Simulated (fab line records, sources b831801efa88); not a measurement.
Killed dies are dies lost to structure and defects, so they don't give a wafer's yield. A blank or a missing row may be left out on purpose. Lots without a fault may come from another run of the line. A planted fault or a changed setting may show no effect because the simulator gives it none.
fab line records | flow sky130 | part 2 of 2: steps 26 to 35 of 35
record lots=5 wafers=15 last_day=50
route steps=708 shown LOCAL_INTERCONNECT@390 CONTACT@406
lots that met no fault: from a run of the same line without faults
start_h: hours from the record's first day to the start of the lot's first wafer shown | wait_h: hours since the lot's step before | " the same as in the row above | L1.1+2: a row that stands for several wafers | - no value, or no start given | * or withheld: withheld | < > ~ a bound
route shown NAME@n: a module of which the file shows steps, and the number in the route of the first | usual: mean/standard deviation of fault-free wafers | same: alike in all rows | chamber/n: place in a boat | sites: the reading at each site | _std_site: their standard deviation | _edge_site: outer sites' mean less inner sites' | radius_mm: how far each site lies from the wafer's centre | mask NAME#n: copy n | behind: the tool/chamber that last shaped the wafer | hold: why the lot was held/for how many hours/how that ended | device: the transistor (n, p or np) that didn't switch | end of line: the same wafers' tests at the end of the route | a step without rows: its recipe alone | killed: dies lost to structure and defects at the first sort, not the wafer's yield | map: a wafer's dies, x killed, . not, _ none there
set.NAME: the setting as run; set.NAME@STEP: as run at that earlier step | model.NAME: the simulator's own value behind a step, which no gauge read
lots at some steps of the route; a table a step, a row a wafer
services: from which hour (start_h, from the record's first day; less than 0 if before it) a tool's chamber was out of use, for how many hours, and why
## steps
# step SKY_CONTACT_COAT_09
# recipe resist=KrF-thick spin_rpm=3000 resist_thk_nm=450
# usual exhaust_pa=44.9/0.79
# columns lot.wafer tool chamber start_h wait_h exhaust_pa
L084.1 litho_track-03 0 - - 45.6
L084.2 " 0 " " 45.0
L084.6 " 0 " " 46.3
L085.1 litho_track-02 0 - - 44.2
L085.4 " 0 " " 43.7
L085.6 " 0 " " 44.1
L088.1 litho_track-03 0 - - 45.1
L088.2 " 0 " " 44.5
L088.6 " 0 " " 43.4
L089.1 litho_track-03 0 - - 44.5
L089.2 " 0 " " 45.0
L089.4 " 0 " " 45.3
L097.2 litho_track-02 0 - - 45.1
L097.3 " 0 " " 46.5
L097.5 " 0 " " 45.9
# step SKY_CONTACT_SOFTBAKE_10
# recipe temp_c=100 time_s=90 resist=KrF-thick
# usual exhaust_pa=45.2/1 heater_power_total_W=57.34/0.1
# columns lot.wafer tool chamber start_h wait_h exhaust_pa heater_power_total_W
L084.1 litho_track-03 0 - - 44.4 57.22
L084.2 " 0 " " 44.2 57.43
L084.6 " 0 " " 43.4 57.20
L085.1 litho_track-02 0 - - 44.3 57.22
L085.4 " 0 " " 43.0 57.36
L085.6 " 0 " " 43.4 57.40
L088.1 litho_track-03 0 - - 46.7 57.33
L088.2 " 0 " " 46.5 57.48
L088.6 " 0 " " 46.5 57.54
L089.1 litho_track-03 0 - - 45.3 57.46
L089.2 " 0 " " 45.5 57.30
L089.4 " 0 " " 43.6 57.25
L097.2 litho_track-02 0 - - 44.9 57.49
L097.3 " 0 " " 43.8 57.55
L097.5 " 0 " " 44.1 57.34
# step SKY_CONTACT_EXPOSE_11
# recipe mask_id=CTM1 na=0.8 source_shape=annular sigma_inner=0.55 sigma_outer=0.85 target_cd_nm=170 dose_mj=38
# columns lot.wafer tool chamber start_h wait_h mask
L084.1+2+6 krf_scanner-02 0 - - CTM1#0
L085.1+4+6 krf_scanner-01 0 - - CTM1#0
L088.1+2+6 krf_scanner-01 0 - - CTM1#0
L089.1+2+4 krf_scanner-02 0 - - CTM1#0
L097.2+3+5 krf_scanner-01 0 - - CTM1#0
# step SKY_CONTACT_PEB_12
# recipe peb_temp_c=withheld peb_time_s=withheld resist=KrF-thick
# usual exhaust_pa=44.8/0.87
# columns lot.wafer tool chamber start_h wait_h exhaust_pa
L084.1 litho_track-02 0 - - 44.6
L084.2 " 0 " " 46.1
L084.6 " 0 " " 45.4
L085.1 litho_track-03 0 - - 43.8
L085.4 " 0 " " 46.4
L085.6 " 0 " " 44.4
L088.1 litho_track-03 0 - - 43.9
L088.2 " 0 " " 43.3
L088.6 " 0 " " 44.8
L089.1 litho_track-01 0 - - 43.7
L089.2 " 0 " " 44.5
L089.4 " 0 " " 44.4
L097.2 litho_track-01 0 - - 43.8
L097.3 " 0 " " 44.3
L097.5 " 0 " " 43.6
# step SKY_CONTACT_DEVELOP_13
# recipe develop_time_s=60 resist=KrF-thick dev_temp_c=21
# usual exhaust_pa=45.1/1.1
# columns lot.wafer tool chamber start_h wait_h exhaust_pa
L084.1 litho_track-02 0 - - 44.1
L084.2 " 0 " " 43.3
L084.6 " 0 " " 44.7
L085.1 litho_track-03 0 - - 44.5
L085.4 " 0 " " 43.4
L085.6 " 0 " " 43.0
L088.1 litho_track-03 0 - - 45.3
L088.2 " 0 " " 45.5
L088.6 " 0 " " 45.9
L089.1 litho_track-01 0 - - 45.0
L089.2 " 0 " " 45.9
L089.4 " 0 " " 45.5
L097.2 litho_track-01 0 - - 43.9
L097.3 " 0 " " 44.1
L097.5 " 0 " " 44.7
# step SKY_CONTACT_CD_MEAS_14
# recipe target_cd_nm=170
# usual cd_nm=169.8/1.8
# columns lot.wafer tool chamber start_h wait_h cd_nm
L084.1 cd_sem-02 - 824.73 - 169.2
L084.2 " - " " 169.9
L084.6 " - " " 169.7
L085.1 cd_sem-01 - 825.66 - 171.5
L085.4 " - " " 170.6
L085.6 " - " " 170.6
L088.1 cd_sem-02 - 851.81 - 168.9
L088.2 " - " " 170.0
L088.6 " - " " 170.2
L089.1 cd_sem-01 - 861.26 - 167.7
L089.2 " - " " 167.0
L089.4 " - " " 167.2
L097.2 cd_sem-02 - 923.08 - 168.4
L097.3 " - " " 168.5
L097.5 " - " " 170.1
# step SKY_CONTACT_OVL_MEAS_15
# usual CONTACT_OVL=-1/5.9
# columns lot.wafer tool chamber start_h wait_h CONTACT_OVL[nm]
L084.1 overlay-01 - 824.85 0.1 1
L084.2 " - " " -11
L084.6 " - " " -1
L085.1 overlay-02 - 825.78 0.1 3
L085.4 " - " " 1
L085.6 " - " " -3
L088.1 overlay-01 - 851.93 0.1 -5
L088.2 " - " " -10
L088.6 " - " " -12
L089.1 overlay-01 - 861.38 0.1 -8
L089.2 " - " " -5
L089.4 " - " " -1
L097.2 overlay-02 - 923.19 0.1 11
L097.3 " - " " 9
L097.5 " - " " 3
# step SKY_CONTACT_ETCH_16
# recipe chemistry=N2/H2 target=BARC ion_energy_ev=200 source_w=500 bias_w=100 pressure_mtorr=30 n2_flow_sccm=100 h2_flow_sccm=200 stop_on=SiO2 time_s=45.9 target_depth_a=600
# usual drypump_motor_current_A=5.8/0.3 oes_product_au=0.854/0.0047 throttle_valve_pct=13.224/0.0094
# columns lot.wafer tool chamber start_h wait_h drypump_motor_current_A oes_product_au rf_hours_counter_h throttle_valve_pct
L084.1 rie_diel-01 1 824.89 0.0 5.4 0.854 23 13.221
L084.2 " 3 " " 6.0 0.852 4 13.235
L084.6 " 2 " " 5.5 0.856 - 13.227
L085.1 rie_diel-02 1 825.81 0.0 6.0 0.847 16 13.225
L085.4 " 0 " " 5.7 0.854 - 13.227
L085.6 " 1 " " 6.0 0.870 - 13.232
L088.1 rie_diel-02 2 851.96 0.0 5.7 0.854 25 13.223
L088.2 " 1 " " 6.0 0.858 17 13.206
L088.6 " 1 " " 6.0 0.849 - 13.216
L089.1 rie_diel-02 0 861.42 0.0 5.7 0.854 13 13.213
L089.2 " 3 " " 6.2 0.855 15 13.214
L089.4 " 2 " " 5.7 0.855 26 13.234
L097.2 rie_diel-02 1 923.22 0.0 6.0 0.856 19 13.214
L097.3 " 2 " " 5.7 0.848 27 13.227
L097.5 " 0 " " 5.7 0.855 - 13.223
# step SKY_CONTACT_ETCH_17
# recipe target=SiO2 chemistry=C4F8/O2/Ar stop_on=Si3N4 mask_material=KrF-thick source_w=1500 bias_w=1200 pressure_mtorr=40 c4f8_flow_sccm=withheld O2_flow_sccm=6 Ar_flow_sccm=300 time_s=withheld target_depth_a=3400
# usual oes_product_au=0.893/0.0046
# columns lot.wafer tool chamber start_h wait_h oes_product_au
L084.1 rie_diel-01 1 824.93 0.0 0.891
L084.2 " 3 " " 0.888
L084.6 " 2 " " 0.895
L085.1 rie_diel-02 1 825.85 0.0 0.890
L085.4 " 0 " " 0.893
L085.6 " 1 " " 0.890
L088.1 rie_diel-02 2 852.00 0.0 0.894
L088.2 " 1 " " 0.899
L088.6 " 1 " " 0.903
L089.1 rie_diel-02 0 861.46 0.0 0.899
L089.2 " 3 " " 0.898
L089.4 " 2 " " 0.890
L097.2 rie_diel-02 1 923.26 0.0 0.896
L097.3 " 2 " " 0.894
L097.5 " 0 " " 0.903
# step SKY_CONTACT_ETCH_18
# recipe target=Si3N4 chemistry=CHF3/O2 stop_on=TiN source_w=600 bias_w=200 pressure_mtorr=40 chf3_flow_sccm=50 O2_flow_sccm=5 time_s=39 target_depth_a=750
# usual drypump_motor_current_A=5.8/0.3 oes_product_au=0.856/0.0078 throttle_valve_pct=8.793/0.01
# columns lot.wafer tool chamber start_h wait_h drypump_motor_current_A oes_product_au rf_hours_counter_h throttle_valve_pct
L084.1 rie_diel-01 1 - - 5.4 0.848 23 8.809
L084.2 " 3 " " 6.0 0.867 4 8.792
L084.6 " 2 " " 5.5 0.857 - 8.806
L085.1 rie_diel-02 1 - - 6.0 0.855 16 8.779
L085.4 " 0 " " 5.7 0.862 - 8.797
L085.6 " 1 " " 6.0 0.853 - 8.795
L088.1 rie_diel-02 2 - - 5.7 0.850 25 8.781
L088.2 " 1 " " 6.0 0.848 17 8.800
L088.6 " 1 " " 6.0 0.851 - 8.797
L089.1 rie_diel-02 0 - - 5.7 0.860 13 8.784
L089.2 " 3 " " 6.2 0.843 15 8.779
L089.4 " 2 " " 5.8 0.864 26 8.818
L097.2 rie_diel-02 1 - - 6.0 0.857 19 8.780
L097.3 " 2 " " 5.7 0.861 27 8.785
L097.5 " 0 " " 5.7 0.865 - 8.792
## services
# columns tool chamber start_h hours kind
krf_scanner-01 - 760.50 1.3 pm
rie_metal-03 0 784.67 26.2 repair
rie_diel-01 3 800.76 3.4 repair
rie_metal-01 1 807.95 3.0 repair
krf_scanner-02 - 808.60 1.3 pm
hdpcvd-01 - 808.77 3.4 repair
rie_diel-01 - 810.63 2.8 pm
krf_scanner-01 - 813.03 4.0 repair
rie_diel-01 1 814.47 7.6 repair
cmp-01 - 816.59 2.8 repair
rie_diel-01 - 817.64 4.3 pm
krf_scanner-02 - 818.91 3.6 pm
rie_diel-02 3 819.72 7.0 repair
rie_diel-02 2 837.86 4.6 repair
wet_bench-02 - 838.89 5.4 repair
krf_scanner-01 - 840.62 3.6 pm
plasma_asher-02 - 843.14 2.1 repair
krf_scanner-01 - 844.17 1.0 pm
krf_scanner-01 - 867.83 0.8 pm
cmp-01 - 877.65 3.1 repair
krf_scanner-02 - 883.93 0.8 pm
rie_diel-02 - 889.46 14.6 pm
krf_scanner-02 - 891.92 36.0 pm
rie_diel-02 3 913.22 3.4 repair
